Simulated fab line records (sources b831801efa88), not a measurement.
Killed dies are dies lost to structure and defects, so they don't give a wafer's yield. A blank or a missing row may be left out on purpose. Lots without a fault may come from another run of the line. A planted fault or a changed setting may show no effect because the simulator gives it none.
The tool behind it: which one? -- flow gf180mcu -- 12 lots with 36 wafers sampled at 4 steps, on a route of 602 steps

== WHAT THE GAUGES SHOWED, per wafer ==
GF_CONTACT_THK_MEAS_03. Usual: for CONTACT_CVD_02_THK the level is 860 nm and the standard deviation is 11.
lot,measured,on,CONTACT_CVD_02_THK (nm),flag
L340,day 15 08:28,filmMetro-03,862 851 851,
L341,day 15 09:13,filmMetro-02,860 861 867,
L342,day 15 22:20,filmMetro-04,865 880 876,
L343,day 16 04:06,filmMetro-04,852 848 853,
L344,day 16 16:55,filmMetro-02,865 847 869,
L345,day 16 23:28,filmMetro-02,866 848 860,
L346,day 17 15:41,filmMetro-02,864 869 877,
L355,day 20 16:26,filmMetro-04,867 876 871,
L356,day 20 23:59,filmMetro-04,854 869 871,
L358,day 21 13:06,filmMetro-02,863 848 860,
L361,day 22 16:33,filmMetro-04,869 877 874,
L362,day 23 03:00,filmMetro-04,848 872 866,

GF_V1_RS_MEAS_24: uses a four-point probe to measure. Usual: for V1_W_RS the level is 0.324 ohm/sq and the standard deviation is 0.0046.
lot,measured,on,V1_W_RS (ohm/sq),flag
L340,day 18 08:22,filmMetro-02,0.328 0.325 0.331,
L341,day 18 09:00,filmMetro-04,0.320 0.330 0.318,
L342,day 19 00:31,filmMetro-01,0.325 0.329 0.325,
L343,day 19 06:20,filmMetro-02,0.328 0.335 0.328,
L344,day 19 19:50,filmMetro-04,0.326 0.321 0.322,
L345,day 20 03:26,filmMetro-02,0.328 0.326 0.329,
L346,day 20 19:53,filmMetro-01,0.325 0.323 0.320,
L355,day 23 19:32,filmMetro-02,0.325 0.329 0.325,
L356,day 24 01:23,filmMetro-04,0.325 0.328 0.319,
L358,day 24 12:59,filmMetro-04,0.328 0.331 0.326,
L361,day 25 15:52,filmMetro-01,0.322 0.322 0.320,
L362,day 26 01:31,filmMetro-01,0.321 0.323 0.321,

GF_V2_THK_MEAS_03. Usual: for V2_CVD_02_THK the level is 851 nm and the standard deviation is 12.
lot,measured,on,V2_CVD_02_THK (nm),flag
L340,day 19 10:38,filmMetro-03,842 857 851,
L341,day 19 10:54,filmMetro-04,848 835 849,
L342,day 20 03:28,filmMetro-04,847 845 865,
L343,day 20 08:19,filmMetro-03,847 851 858,
L344,day 20 21:22,filmMetro-03,844 864 869,
L345,day 21 05:47,filmMetro-03,861 852 877,
L346,day 21 21:04,filmMetro-04,851 856 875,
L355,day 24 19:14,filmMetro-03,842 864 859,
L356,day 25 01:02,filmMetro-04,825 849 861,
L358,day 25 13:14,filmMetro-03,837 839 838,
L361,day 26 14:35,filmMetro-04,844 858 859,
L362,day 26 23:02,filmMetro-02,826 857 847,

== WHICH TOOL RAN EACH LOT (tool, then ch and the chambers of the sampled wafers, then the start) ==
lot,GF_PSD_SOFTBAKE_03
L340,"lithoTrack-02 ch 0, day 13 23:33"
L341,"lithoTrack-03 ch 0, day 14 00:13"
L342,"lithoTrack-01 ch 0, day 14 10:34"
L343,"lithoTrack-01 ch 0, day 14 17:34"
L344,"lithoTrack-01 ch 0, day 15 05:28"
L345,"lithoTrack-01 ch 0, day 15 12:49"
L346,"lithoTrack-01 ch 0, day 16 03:22"
L355,"lithoTrack-01 ch 0, day 19 01:52"
L356,"lithoTrack-01 ch 0, day 19 10:16"
L358,"lithoTrack-03 ch 0, day 19 22:58"
L361,"lithoTrack-03 ch 0, day 21 03:40"
L362,"lithoTrack-03 ch 0, day 21 13:52"
- GF_PSD_SOFTBAKE_03: time 60 s.

== WHAT THE TOOLS THEMSELVES READ (means of the sampled wafers that have a number; where no wafer has one, the mark that the record gives instead) ==
GF_PSD_SOFTBAKE_03. Usual: heaterPowerTotalW 56.60 W, standard deviation 0.042; plateTempC 90.01 C, standard deviation 0.14.
lot,tool,heaterPowerTotalW (W),plateTempC (C),flag
L340,lithoTrack-02,56.60,89.86,
L341,lithoTrack-03,56.62,90.16,
L342,lithoTrack-01,56.60,90.04,
L343,lithoTrack-01,56.59,90.05,
L344,lithoTrack-01,56.61,90.00,
L345,lithoTrack-01,56.57,90.03,
L346,lithoTrack-01,56.64,89.89,
L355,lithoTrack-01,55.99,89.37,OFF
L356,lithoTrack-01,56.02,89.21,OFF
L358,lithoTrack-03,56.61,90.08,
L361,lithoTrack-03,56.61,89.90,
L362,lithoTrack-03,56.57,90.13,

== THE ANSWER, worked out from the rows above alone ==
Rule: take the mean of a lot's wafers that have a number; if it is more than 3 standard deviations from the usual mean, the lot is off. A lot without any number at a reading at which 4 lots or more have one is off too. Where the step has rows for the other lots, those lots are counted as sound. The gauges are gone through in route order, then the tools' own readings, and for those a lot's mean is taken as printed above. The first step at which some lot is off is used, and at that step the reading that is off furthest; a lot without a number counts as furthest.
Off at GF_PSD_SOFTBAKE_03 (heaterPowerTotalW): L355, L356.
A tool fits if, at that step or a process step before it, it ran every lot that is off, and no sound lot after the first of them. One fits: GF_PSD_SOFTBAKE_03 on lithoTrack-01. A fault onset in the window from L346 (day 16 03:22, its last sound lot) to L355 (day 19 01:52, its first lot off) fits.
The tool's own readings at GF_PSD_SOFTBAKE_03 bear it out: on the lots that are off they differ by more than 5 times the standard deviation of the sound lots' means. heaterPowerTotalW reads 56.01 W there against 56.60 W on the sound lots; plateTempC reads 89.29 C there against 90.01 C on the sound lots.

== WHAT THE SIMULATOR HAD INSERTED ==
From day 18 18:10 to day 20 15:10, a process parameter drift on lithoTrack-01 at GF_PSD_SOFTBAKE_03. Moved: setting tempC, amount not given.
Lots struck among those shown: L355, L356. The rule given above showed the same thing.
